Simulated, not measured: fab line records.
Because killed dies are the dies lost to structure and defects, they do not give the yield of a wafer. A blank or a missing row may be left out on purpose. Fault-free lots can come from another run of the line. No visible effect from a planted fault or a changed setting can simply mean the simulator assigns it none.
8D (eight disciplines) problem report, filled in by code + flow sky130 + the parts of the form that need people (team, actions taken, sign-off) are left out

== 1. THE ISSUE ==
ramp-down-c-per-s at SKY_SD_N_RTA_14 reads a mean of 35.996 on 6 wafers of 2 lots; wafers without a fault read 90.000 with a standard deviation of 0.017. That is -99 or more standard deviations from the usual mean.
The step: time 2 s.
Seen first at day 32 21:31 on rtp-anneal-01, wafer L770.4. Wafers with a number at this step in the record: 39, from 13 lots. Rule for "out" (also "out of limits"): further than 4 standard deviations from the usual mean. Any other wafer with a number is counted as sound.

== 2. WHAT THIS IS AND IS NOT ==
| question                    | is                     | is not                                                                    |
|-----------------------------|------------------------|---------------------------------------------------------------------------|
| which readings at this step | ramp-down-c-per-s      | -                                                                         |
| which lots                  | L770, L772             | L756, L758, L759, L760, L761, L762, L763, L765, L766, L775, L779          |
| which wafers of those lots  | all that have a number | -                                                                         |
| read on which tools         | rtp-anneal-01          | rtp-anneal-02                                                             |
| when                        | from day 32 21:31      | up to then (27 sound wafers); but 6 sound wafers of L775, L779 came after |

== 3. WHAT RULES OUT EACH SUSPECT ==
Counting: any tool at a process step up to the reading is kept as a suspect provided that every lot that is out went through it and no sound lot did after the first of them.
- rtp-anneal-01 at SKY_SD_N_RTA_14 (time 2 s): kept. All lots that are out passed through it, beginning with L770 at day 32 21:31, and no sound lot followed; its final sound lot before that point was L766 at day 31 15:35. Out on those wafers are its own readings of ramp-down-c-per-s.
After counting, what remains is rtp-anneal-01 at SKY_SD_N_RTA_14.

== 4. THE CAUSE (what the simulator had put in) ==
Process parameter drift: rtp-anneal-01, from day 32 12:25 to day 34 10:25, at SKY_SD_N_RTA_14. A move of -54 in setting ramp-down-c-per-s, from 90. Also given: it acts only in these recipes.
The count eliminated every tool but this one.

== 5. THE CHAIN OF EFFECTS, in route order ==
Each row: a reading whose mean over the struck wafers that have a number lies more than 3 standard deviations from the usual. Readings are gone through only where the record gives a usual standard deviation; hours: the median, over the lots, of the time from a lot's start at the first step in this table giving one to that lot's start at this step; sigmas: the change measured in usual standard deviations.
| hours | step            | reading           | usual  | on struck wafers | change  | sigmas      |
|-------|-----------------|-------------------|--------|------------------|---------|-------------|
| 0     | SKY_SD_N_RTA_14 | ramp-down-c-per-s | 90.000 | 35.996           | -54.004 | -99 or more |
Its process steps:
- SKY_SD_N_RTA_14: time 2 s.

== 6. HOW IT WOULD HAVE BEEN CAUGHT EARLIER ==
In this record no reading fell out of limits until day 32 21:31, 9 hours after the fault had begun at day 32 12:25.
